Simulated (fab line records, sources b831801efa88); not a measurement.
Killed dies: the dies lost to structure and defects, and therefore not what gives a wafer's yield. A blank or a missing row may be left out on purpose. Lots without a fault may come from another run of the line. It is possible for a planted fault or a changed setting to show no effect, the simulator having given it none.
A struck lot beside a sound one :: flow sky130 :: 17 steps out of a route of 708
Sound: the wafers L921.2, L921.4, L921.5. Struck: wafers L925.1, L925.3, L925.4. The cause is given at the end.
Each step with rows lists, per side, the tool, then ch with its chambers, then its first start. Under that, the readings that differ: sound wafers :: struck wafers :: difference of the means :: sigmas: that difference in standard deviations of wafers without a fault.
alike: readings with means less than 2 such deviations apart, plus words and numbers identical on both sides. not compared: withheld readings, readings lacking a value on some wafer, bounds such as >300 that could conceal the same value, and numbers that have no deviation in the record and whose values overlap.
Wherever a step has rows on one side only, a row that says differs or no value, or a row with sigmas, the two part there. Numbers that have no deviation but don't overlap get no sigmas and don't part them. A reading missing from all wafers of one side parts the sides only when that side holds two or more wafers.

first, 2 steps without rows for these wafers: SKY_NWELL_IMPLANT_12; SKY_NWELL_IMPLANT_13.
SKY_NWELL_STRIP_14: strips in O2/N2.
  sound on plasmaAsher-01 ch 0,1, day 5 19:16; struck on plasmaAsher-02 ch 0,1, day 6 17:18
  alike: drypumpMotorCurrentA, oesProductAu, stripTimeToEndpointS
  not compared: rfHoursCounterH
SKY_NWELL_TW_MEAS_15:
  struck on filmMetro-03, day 6 17:24; sound on filmMetro-01, day 5 19:23
reading: NWELL_TW
sound: 1777 1785 1778
struck: 1827 1841 1830
difference: +53
sigmas: +2
then, 7 steps without rows for these wafers: SKY_NWELL_DEHYDRATE_16 (time 60 s); SKY_NWELL_HMDS_17 (prime time 60 s); SKY_NWELL_COAT_18 (resist thk 3000 nm); SKY_NWELL_SOFTBAKE_19; SKY_NWELL_EXPOSE_20 (exposes mask NWM COMPLEMENT, target cd 840 nm); SKY_NWELL_PEB_21; SKY_NWELL_DEVELOP_22 (develop time 60 s).
SKY_NWELL_OVL_MEAS_23:
  struck on overlay-02, day 7 13:58; sound on overlay-01, day 6 14:34
  alike: NWELL_01_OVL
SKY_NWELL_IMPLANT_24:
  sound on implanter-02 ch 0, day 6 14:37; struck on implanter-03 ch 0, day 7 14:19
  alike: doseIonsCm2
SKY_NWELL_STRIP_25: strips in O2/N2.
  sound on plasmaAsher-04 ch 1, day 6 14:45; struck on plasmaAsher-04 ch 0,1, day 7 14:28
  alike: drypumpMotorCurrentA, oesProductAu, stripTimeToEndpointS
  not compared: rfHoursCounterH
SKY_NWELL_TW_MEAS_26:
  struck on filmMetro-01, day 7 14:34; sound on filmMetro-01, day 6 14:52
reading: NWELL_2_TW
sound: 486 487 488
struck: 604 600 598
difference: +114
sigmas: +20
then, 1 step without rows for these wafers: SKY_NWELL_CLEAN_27 (cleans in SC1/SC2, time 150 s).
SKY_PAD_OPEN_PROBE_99:
  sound wafers here have rows in the record (prober-01, day 48 03:38); struck ones have none

## WHERE THEY PART
Last at SKY_PAD_OPEN_PROBE_99 as far as this record goes, first at SKY_NWELL_TW_MEAS_15.

WHY: the cause the simulator had injected
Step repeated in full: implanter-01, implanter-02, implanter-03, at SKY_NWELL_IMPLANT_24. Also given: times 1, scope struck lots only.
